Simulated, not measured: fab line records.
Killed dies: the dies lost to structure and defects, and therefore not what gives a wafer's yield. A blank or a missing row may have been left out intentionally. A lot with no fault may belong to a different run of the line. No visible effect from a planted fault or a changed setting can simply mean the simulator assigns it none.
fab line records	flow sky130
[record] lots = 7	wafers = 21	lastDay = 49
route steps=708 shown RES_XHIGH@332 SD_N@342
lots that met no fault: taken from a fault-free run of the same line
startH: hours from the record's opening day to when the first of the lot's shown wafers began	waitH: time in hours since the lot's previous step	" same as the row above	L1.1+2: a row that stands for several wafers	- no value, or no start given	* or withheld: withheld	< > ~ a bound
route shown NAME@n: NAME is a module with steps in the file, n the number in the route of the first one	usual: the fault-free wafers' mean and standard deviation	same: alike in all rows	chamber/n: place in a boat	sites: each site's reading	_std_site: standard deviation of those values	_edge_site: inner sites' mean taken away from outer sites' mean	radiusMm: how far each site lies from the wafer's centre	mask NAME#n: copy n	behind: the tool/chamber that last shaped the wafer	hold: what put the lot on hold/how long, in hours/how the hold closed	device: transistor that didn't switch, given as n, p or np	end of line: tests of these same wafers at the route's end	a step with no rows: only its recipe	killed: count of dies lost to structure and defects at first sort (not the wafer's yield)	map: a wafer's dies, marking killed ones x, the rest . and places with no die _
set.NAME: the run value of the setting; set.NAME@STEP: its run value at that earlier step	model.NAME: the simulator's own value behind a step, which no gauge read
lots seen at some steps along the route; tables by step, rows by wafer
services: the hour from which a tool's chamber was out of use, counted from the record's first day as startH (under 0 if before that day), plus the number of hours and why
[[steps]]
[step SKY_RES_XHIGH_DEHYDRATE_00]
[recipe] tempC = 200	timeS = 60
[step SKY_RES_XHIGH_HMDS_01]
[recipe] primeTimeS = 62.52	primeTempC = 120
[step SKY_RES_XHIGH_COAT_02]
[recipe] resist = NOVOLAK	spinRpm = 3000	resistThkNm = 1140
[step SKY_RES_XHIGH_SOFTBAKE_03]
[recipe] tempC = 90	timeS = 60	resist = NOVOLAK
[step SKY_RES_XHIGH_EXPOSE_04]
[recipe] maskId = URPM	na = 0.6	sourceShape = conventional	sigmaOuter = 0.6	polarization = unpolarized	targetCdNm = 1270	doseMj = 140
[step SKY_RES_XHIGH_PEB_05]
[recipe] tempC = withheld	timeS = *	resist = NOVOLAK
[step SKY_RES_XHIGH_DEVELOP_06]
[recipe] resist = NOVOLAK	developer = TMAH	developTimeS = 60	devTempC = 23
[step SKY_RES_XHIGH_IMPLANT_07]
[recipe] species = BF2	energyKev = 20	doseCm2 = 3.6e+14	tiltDeg = 0
[step SKY_RES_XHIGH_STRIP_08]
[recipe] chemistry = O2/N2	powerW = 1400	pressureMtorr = 1500	platenTempC = withheld	o2FlowSccm = 3000	n2FlowSccm = 300	overashFraction = 0.5
[usual] drypumpMotorCurrentA = 5.71/0.28	n2FlowSccm = 300.1/0.81	oesProductAu = 0.711/0.0043	stripTimeToEndpointS = 14.28/0.042
lot.wafer	tool	chamber	startH	waitH	drypumpMotorCurrentA	n2FlowSccm	oesProductAu	rfHoursCounterH	stripTimeToEndpointS
L681.1	plasmaAsher-02	0	616.34	0.1	5.52	299.1	0.712	13	14.18
L681.2	"	1	"	"	5.56	299.9	0.712	13	14.20
L681.4	"	1	"	"	5.54	299.4	0.711	-	14.20
L685.1	plasmaAsher-03	1	652.19	0.1	6.43	299.9	0.709	92	14.35
L685.3	"	1	"	"	6.43	301.0	0.712	-	14.37
L685.4	"	0	"	"	6.08	300.7	0.716	-	14.34
L686.2	plasmaAsher-02	0	659.27	0.1	5.54	299.4	0.712	16	14.29
L686.4	"	1	"	"	5.56	299.8	0.706	-	14.25
L686.5	"	1	"	"	5.59	300.4	0.718	-	14.27
L689.1	plasmaAsher-02	0	682.37	0.1	5.54	300.5	0.714	18	14.21
L689.4	"	1	"	"	5.62	300.3	0.711	-	14.22
L689.5	"	1	"	"	5.57	300.2	0.717	-	14.23
L690.2	plasmaAsher-01	0	697.69	0.1	5.75	299.8	0.707	61	14.25
L690.3	"	1	"	"	5.88	299.3	0.711	-	14.24
L690.4	"	0	"	"	5.74	301.1	0.702	-	14.24
L695.1	plasmaAsher-02	0	733.19	0.1	5.52	300.7	0.711	23	14.30
L695.4	"	0	"	"	5.54	300.3	0.711	-	14.29
L695.6	"	1	"	"	5.55	299.8	0.710	-	14.30
L697.4	plasmaAsher-01	1	752.40	0.1	5.87	300.0	0.705	-	14.35
L697.5	"	1	"	"	5.89	300.1	0.706	-	14.30
L697.6	"	0	"	"	5.74	299.5	0.705	-	14.31
[step SKY_RES_XHIGH_TW_MEAS_09]
[usual] RES_XHIGH_TW = 1634/20
lot.wafer	tool	chamber	startH	waitH	RES_XHIGH_TW
L681.1	filmMetro-04	-	616.44	0.1	1646
L681.2	"	-	"	"	1641
L681.4	"	-	"	"	1642
L685.1	filmMetro-02	-	652.29	0.1	1619
L685.3	"	-	"	"	1602
L685.4	"	-	"	"	1610
L686.2	filmMetro-01	-	659.38	0.1	1647
L686.4	"	-	"	"	1646
L686.5	"	-	"	"	1645
L689.1	filmMetro-02	-	682.47	0.1	1614
L689.4	"	-	"	"	1607
L689.5	"	-	"	"	1614
L690.2	filmMetro-01	-	697.80	0.1	1651
L690.3	"	-	"	"	1655
L690.4	"	-	"	"	1652
L695.1	filmMetro-04	-	733.29	0.1	1652
L695.4	"	-	"	"	1648
L695.6	"	-	"	"	1657
L697.4	filmMetro-02	-	752.50	0.1	1598
L697.5	"	-	"	"	1612
L697.6	"	-	"	"	1610
[step SKY_SD_N_DEHYDRATE_00]
[recipe] tempC = 200	timeS = 60
[step SKY_SD_N_HMDS_01]
[recipe] primeTimeS = 60	primeTempC = 120
[step SKY_SD_N_COAT_02]
[recipe] resist = NOVOLAK	spinRpm = 3000	resistThkNm = 1140
lot.wafer	tool	chamber	startH	waitH	model.NOVOLAK_of_SD_N_COAT_02.thkNm
L681.1+4	lithoTrack-03	0	630.79	0.1	1145
L681.2	"	0	"	"	1146
L685.1	lithoTrack-03	0	666.24	0.1	695.2
L685.3	"	0	"	"	696.2
L685.4	"	0	"	"	692.6
L686.2	lithoTrack-03	0	672.51	0.1	694.2
L686.4	"	0	"	"	692.5
L686.5	"	0	"	"	695.3
L689.1	lithoTrack-03	0	696.14	0.1	695.2
L689.4	"	0	"	"	694.3
L689.5	"	0	"	"	695.8
L690.2	lithoTrack-02	0	711.67	0.1	1141
L690.3	"	0	"	"	1145
L690.4	"	0	"	"	1143
L695.1	lithoTrack-02	0	746.59	0.1	1142
L695.4	"	0	"	"	1146
L695.6	"	0	"	"	1147
L697.4+6	lithoTrack-02	0	766.12	0.1	1140
L697.5	"	0	"	"	1139
[step SKY_SD_N_SOFTBAKE_03]
[recipe] tempC = 89.54	timeS = 60	resist = NOVOLAK
[step SKY_SD_N_EXPOSE_04]
[recipe] maskId = NSDM	na = 0.6	sourceShape = conventional	sigmaOuter = 0.6	polarization = unpolarized	targetCdNm = 380	doseMj = 141
[step SKY_SD_N_PEB_05]
[recipe] tempC = withheld	timeS = *	resist = NOVOLAK
[step SKY_SD_N_DEVELOP_06]
[recipe] resist = NOVOLAK	developer = TMAH	developTimeS = 60	devTempC = 23
lot.wafer	tool	chamber	startH	waitH	model.NOVOLAK_of_SD_N_COAT_02.thkNm
L681.1+4	lithoTrack-01	0	645.04	0.1	1146
L681.2	"	0	"	"	1147
L685.1	lithoTrack-03	0	681.09	0.1	695.7
L685.3	"	0	"	"	696.7
L685.4	"	0	"	"	693
L686.2	lithoTrack-01	0	686.57	0.1	694.6
L686.4	"	0	"	"	692.9
L686.5	"	0	"	"	695.7
L689.1	lithoTrack-01	0	710.74	0.1	695.6
L689.4	"	0	"	"	694.8
L689.5	"	0	"	"	696.3
L690.2	lithoTrack-02	0	725.32	0.1	1142
L690.3	"	0	"	"	1146
L690.4	"	0	"	"	1144
L695.1	lithoTrack-03	0	759.99	0.1	1143
L695.4	"	0	"	"	1147
L695.6	"	0	"	"	1148
L697.4+6	lithoTrack-03	0	779.16	0.1	1141
L697.5	"	0	"	"	1140
[step SKY_SD_N_CD_MEAS_07]
[recipe] targetCdNm = 380
[usual] cdNm = 380.8/2
lot.wafer	tool	chamber	startH	waitH	cdNm
L681.1	cdSem-02	-	645.19	0.1	383.0
L681.2	"	-	"	"	380.1
L681.4	"	-	"	"	382.0
L685.1	cdSem-01	-	681.24	0.1	436.2
L685.3	"	-	"	"	434.1
L685.4	"	-	"	"	435.0
L686.2	cdSem-02	-	686.71	0.1	433.3
L686.4	"	-	"	"	432.9
L686.5	"	-	"	"	433.5
L689.1	cdSem-01	-	710.89	0.1	412.5
L689.4	"	-	"	"	413.4
L689.5	"	-	"	"	413.0
L690.2	cdSem-01	-	725.46	0.1	383.2
L690.3	"	-	"	"	380.0
L690.4	"	-	"	"	380.5
L695.1	cdSem-01	-	760.14	0.1	381.8
L695.4	"	-	"	"	383.4
L695.6	"	-	"	"	385.3
L697.4	cdSem-01	-	779.30	0.1	378.2
L697.5	"	-	"	"	377.9
L697.6	"	-	"	"	379.2
[step SKY_SD_N_OVL_MEAS_08]
[usual] SD_N_OVL = -0.1/1.7
lot.wafer	tool	chamber	startH	waitH	SD_N_OVL[nm]
L681.1	overlay-02	-	645.31	0.1	3.0
L681.2	"	-	"	"	0.5
L681.4	"	-	"	"	1.0
L685.1	overlay-01	-	681.36	0.1	1.2
L685.3	"	-	"	"	-0.3
L685.4	"	-	"	"	0.5
L686.2	overlay-02	-	686.82	0.1	0.1
L686.4	"	-	"	"	-1.6
L686.5	"	-	"	"	0.8
L689.1	overlay-01	-	711.01	0.1	-1.1
L689.4	"	-	"	"	1.2
L689.5	"	-	"	"	-0.3
L690.2	overlay-02	-	725.57	0.1	-2.0
L690.3	"	-	"	"	-0.6
L690.4	"	-	"	"	-1.4
L695.1	overlay-02	-	760.26	0.1	0.0
L695.4	"	-	"	"	0.2
L695.6	"	-	"	"	-2.5
L697.4	overlay-02	-	779.37	0.1	-4.1
L697.5	"	-	"	"	-3.5
L697.6	"	-	"	"	-3.4
[step SKY_SD_N_IMPLANT_09]
[recipe] species = As	energyKev = 50	doseCm2 = 4e+15	tiltDeg = 0
[step SKY_SD_N_IMPLANT_10]
[recipe] species = P	energyKev = 20	doseCm2 = 1e+14	tiltDeg = 0
[step SKY_SD_N_STRIP_11]
[recipe] chemistry = O2/N2	powerW = 1400	pressureMtorr = 1500	platenTempC = withheld	o2FlowSccm = 3000	n2FlowSccm = 300	overashFraction = 0.5
[usual] drypumpMotorCurrentA = 5.44/0.27	n2FlowSccm = 299.9/0.92	oesProductAu = 0.528/0.0048	stripTimeToEndpointS = 22.57/0.046
lot.wafer	tool	chamber	startH	waitH	drypumpMotorCurrentA	n2FlowSccm	oesProductAu	rfHoursCounterH	stripTimeToEndpointS
L681.1	plasmaAsher-04	0	645.65	0.1	4.99	299.3	0.537	87	22.62
L681.2	"	1	"	"	5.45	298.2	0.523	87	22.64
L681.4	"	1	"	"	5.44	299.0	0.534	-	22.62
L685.1	plasmaAsher-01	0	681.69	0.1	5.74	300.8	0.476	60	17.50
L685.3	"	0	"	"	5.77	299.5	0.470	-	17.50
L685.4	"	1	"	"	5.87	300.6	0.470	-	17.50
L686.2	plasmaAsher-04	0	687.15	0.1	5.02	301.1	0.474	91	17.47
L686.4	"	0	"	"	4.99	297.9	0.470	-	17.47
L686.5	"	1	"	"	5.44	300.7	0.466	-	17.48
L689.1	plasmaAsher-01	1	711.35	0.1	5.87	299.5	0.471	62	17.48
L689.4	"	1	"	"	5.88	301.4	0.477	-	17.49
L689.5	"	1	"	"	5.85	300.0	0.474	-	17.48
L690.2	plasmaAsher-02	1	725.90	0.1	5.60	299.5	0.529	23	22.57
L690.3	"	1	"	"	5.59	299.6	0.530	-	22.63
L690.4	"	0	"	"	5.52	300.5	0.527	-	22.59
L695.1	plasmaAsher-04	0	760.59	0.1	5.00	301.2	0.527	99	22.59
L695.4	"	0	"	"	4.97	301.2	0.538	-	22.62
L695.6	"	1	"	"	5.44	300.4	0.522	-	22.64
L697.4	plasmaAsher-02	1	779.73	0.1	5.56	300.1	0.532	-	22.55
L697.5	"	1	"	"	5.60	301.0	0.524	-	22.56
L697.6	"	0	"	"	5.57	300.0	0.536	-	22.58
[step SKY_SD_N_TW_MEAS_12]
[usual] SD_N_TW = 3975/55
lot.wafer	tool	chamber	startH	waitH	SD_N_TW
L681.1	filmMetro-01	-	645.75	0.1	4021
L681.2	"	-	"	"	4022
L681.4	"	-	"	"	4022
L685.1	filmMetro-01	-	681.79	0.1	4011
L685.3	"	-	"	"	4027
L685.4	"	-	"	"	4025
L686.2	filmMetro-04	-	687.26	0.1	3982
L686.4	"	-	"	"	3997
L686.5	"	-	"	"	3998
L689.1	filmMetro-02	-	711.45	0.1	3932
L689.4	"	-	"	"	3905
L689.5	"	-	"	"	3908
L690.2	filmMetro-02	-	726.01	0.1	3908
L690.3	"	-	"	"	3915
L690.4	"	-	"	"	3923
L695.1	filmMetro-01	-	760.69	0.1	4006
L695.4	"	-	"	"	4009
L695.6	"	-	"	"	4009
L697.4	filmMetro-01	-	779.82	0.1	4052
L697.5	"	-	"	"	4032
L697.6	"	-	"	"	4042
[[services]]
tool	chamber	startH	hours	kind
plasmaAsher-03	-	621.64	1.5	repair
plasmaAsher-02	-	644.63	14.6	pm
plasmaAsher-01	-	657.68	0.9	repair
plasmaAsher-01	-	663.05	3.1	repair
plasmaAsher-03	-	679.74	5.6	repair
plasmaAsher-01	-	688.58	8.7	repair
plasmaAsher-04	-	723.76	2.8	pm
plasmaAsher-03	-	733.75	9.0	pm
plasmaAsher-03	0	733.75	9.0	ventCycle
plasmaAsher-03	1	733.75	9.0	ventCycle
plasmaAsher-03	0	742.75	-	clean
plasmaAsher-03	1	742.75	-	clean
plasmaAsher-03	-	768.92	2.3	repair
plasmaAsher-04	-	775.26	2.3	repair
plasmaAsher-01	-	776.04	47.9	pm
[[key]]
[firstSign] step = SKY_SD_N_CD_MEAS_07	reading = cdNm	direction = up	sigmas = 23	usual = 380.8	struck = 427.1	through = controlLoop
[effect] step = SKY_SD_N_STRIP_11	reading = stripTimeToEndpointS	direction = down	sigmas = 99+	usual = *	struck = *	through = *
[modelEffect] step = SKY_SD_N_COAT_02	value = NOVOLAK_of_SD_N_COAT_02.thkNm	without = 1139	struck = 694.6
[modelEffect] step = SKY_SD_N_DEVELOP_06	value = NOVOLAK_of_SD_N_COAT_02.thkNm	without = 1140	struck = 695
metAt SKY_SD_N_COAT_02
struckWafers L685.1,L685.3,L685.4,L686.2,L686.4,L686.5,L689.1,L689.4,L689.5
testerLeftOut L685,L686,L689
[loopTrim] step = SKY_SD_N_EXPOSE_04	setting = dose	lots = L689
onsetBetween 630.79 666.24
[fault] kind = processParameterDrift	tool = lithoTrack-03	chamber = -	onsetH = 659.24	steps = SKY_SD_N_COAT_02	channel = resistThkNm	offset = -445.05	shape = step	endH = 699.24	actsIn = theseRecipesOnly	stated = 1140
// testerLeftOut: of these lots the tester's yield and bins aren't shown, on N5 and GAA mostly nor the transistor test; their killed dies are dies lost to structure and defects alone, not to doping, threshold or leakage, so they don't give the yield
// loopTrim: a control loop set the setting to another value than it would have without faults
